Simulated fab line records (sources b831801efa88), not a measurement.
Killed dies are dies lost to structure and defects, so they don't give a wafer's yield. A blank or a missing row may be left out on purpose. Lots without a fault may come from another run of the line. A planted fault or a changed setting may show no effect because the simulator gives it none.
Problem report in the 8D (eight disciplines) form, filled by code | flow sky130 | the parts of the form that need people (team, actions taken, sign-off) are left out

== 1. WHAT IS WRONG ==
At SKY_VIA3_CMP_24, platen rpm averages 54.01 rpm over 4 wafers from 2 lots, while fault-free wafers read 60.00 rpm, standard deviation 0.042. That is -99 or more standard deviations from the usual mean.
The step: polishes, stops on SiO2, t overpolish 20 s, target thk 0 nm.
Earliest sighting: wafer L171.3 on cmp-02 at day 45 09:07. The record has a number at this step for 39 wafers belonging to 13 lots. Rule for "out", or "out of limits": more than 4 standard deviations from the usual mean. All remaining wafers that have a number are taken as sound.

== 2. WHAT THIS IS AND IS NOT ==
question                    | is                             | is not
which readings at this step | platen rpm                     | motor current A
which lots                  | L171, L173                     | L154, L156, L158, L159, L160, L161, L163, L164, L165, L166, L170
which wafers of those lots  | L171.3, L171.6, L173.2, L173.5 | L171.5, L173.3
read on which tools         | cmp-02                         | cmp-01
when                        | from day 45 09:07              | up to then (34 sound wafers); but 1 sound wafer of L173 came after

== 3. WHAT RULES OUT EACH SUSPECT ==
Counting: a tool at a process step up to the reading stays a suspect if it ran every lot that is out. Sound lots after the first of them don't rule it out here, since some wafers of a struck lot are sound.
- litho track-01 at SKY_VIA3_SOFTBAKE_08 (time 93.11 s): kept. Ran every lot that is out, first one L171 (day 45 09:07); last sound lot up to then L161 (day 42 22:25). With no start given for some of its lots, SKY_VIA3_SOFTBAKE_08 uses the hours and lot order of SKY_VIA3_CMP_24.
- cmp-02 at SKY_VIA3_CMP_24 (polishes, stops on SiO2, t overpolish 20 s, target thk 0 nm): kept. Ran every lot that is out, first one L171 (day 45 09:07); last sound lot up to then L165 (day 43 18:46). Its own platen rpm readings are out on those wafers.
- In cmp-02 at SKY_VIA3_CMP_24, the wafers that are out were processed in chamber 0 and their sound lot-mates in chambers 1, 3.
Left after counting: litho track-01 at SKY_VIA3_SOFTBAKE_08, cmp-02 at SKY_VIA3_CMP_24.

== 4. THE CAUSE (what the simulator had put in) ==
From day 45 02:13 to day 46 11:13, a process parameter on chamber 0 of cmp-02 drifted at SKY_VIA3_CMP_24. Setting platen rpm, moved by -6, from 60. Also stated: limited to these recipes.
Counting left 2 suspects, and this tool is among them.

== 5. THE EFFECT CHAIN, in route order ==
One row per reading whose mean, taken over the struck wafers that have a number, lies over 3 standard deviations from the usual. Readings are gone through only where the record gives a usual standard deviation; hours: the median, over the lots, of the time from a lot's start at the first step in this table giving one to that lot's start at this step; sigmas: the change measured in usual standard deviations.
hours | step            | reading            | usual     | on struck wafers | change | sigmas
0     | SKY_VIA3_CMP_24 | platen rpm         | 60.00 rpm | 54.01            | -5.99  | -99 or more
0     | SKY_VIA3_CMP_24 | time to endpoint s | 96 s      | 115              | +19    | +3.8
Here are the process steps it includes:
- SKY_VIA3_CMP_24: polishes, stops on SiO2, t overpolish 20 s, target thk 0 nm.

== 6. WHAT WOULD HAVE CAUGHT IT SOONER ==
The fault began at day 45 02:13; the first out-of-limits reading in this record came at day 45 09:07, 7 hours later.
